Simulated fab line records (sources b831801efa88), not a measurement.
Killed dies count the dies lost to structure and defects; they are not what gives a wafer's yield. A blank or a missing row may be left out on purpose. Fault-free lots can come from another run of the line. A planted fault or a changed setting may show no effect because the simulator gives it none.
The same fault as seen by 2 desks	flow gf180mcu	each desk has only its own numbers; what lay behind them comes last

## FROM THE METROLOGY DESK
What the gauges read for every lot (on any tool): the sampled wafers with a number, averaged. The brackets show how far a lot's mean lies from the usual mean; more than 4 standard deviations puts the lot out of limits, marked OUT.
Columns: A = SALICIDE_TIN_RS at GF_SALICIDE_RS_MEAS_04, usual 16.4 ohm/sq
lot	first seen here	A
L147	day 15 05:53	16.4
L149	day 16 02:03	16.4
L150	day 16 09:26	16.8
L152	day 16 20:53	16.4
L155	day 18 04:22	16.5
L156	day 18 11:09	16.7
L161	day 20 03:17	16.6
L162	day 20 08:56	16.6
L164	day 21 07:49	15.9
L165	day 21 12:20	16.6
L167	day 22 05:14	16.4
L168	day 22 13:47	16.4
L169	day 22 20:06	16.3
L170	day 23 09:13	16.0
This desk's finding: nothing out of limits on any of the 14 lots.

## TOOL OWNER'S DESK, krf-scanner-01
The tool's own readings at GF_M1_EXPOSE_11 (exposes mask Metal1, target cd 230 nm): means of the sampled wafers that have a number, for each lot that ran on this tool. The brackets show how far a lot's mean lies from the usual mean; more than 4 standard deviations puts the lot out of limits, marked OUT.
Columns: A = exposure-dose-mJ-cm2 at GF_M1_EXPOSE_11, usual 28.111; B = focus-offset-nm at GF_M1_EXPOSE_11, usual 0.0 nm
lot	first seen here	A	B
L147	day 16 16:50	28.110	0.2
L149	day 17 14:43	28.089	-0.4
L150	day 17 21:59	28.123	0.3
L152	day 18 10:17	28.089	0.4
L162	day 22 00:50	28.106	-0.6
L164	day 22 21:51	28.147	0.1
L165	day 23 02:11	28.114	0.0
L169	day 24 10:13	28.076	0.0
L170	day 24 21:35	28.112	0.5
This desk's finding: nothing out of limits on any of the 9 lots.

## TAKEN TOGETHER
Nothing out of limits was seen by the metrology desk.
Nothing out of limits was seen by the tool owner's desk.

## WHAT HAD BEEN PUT IN BY THE SIMULATOR
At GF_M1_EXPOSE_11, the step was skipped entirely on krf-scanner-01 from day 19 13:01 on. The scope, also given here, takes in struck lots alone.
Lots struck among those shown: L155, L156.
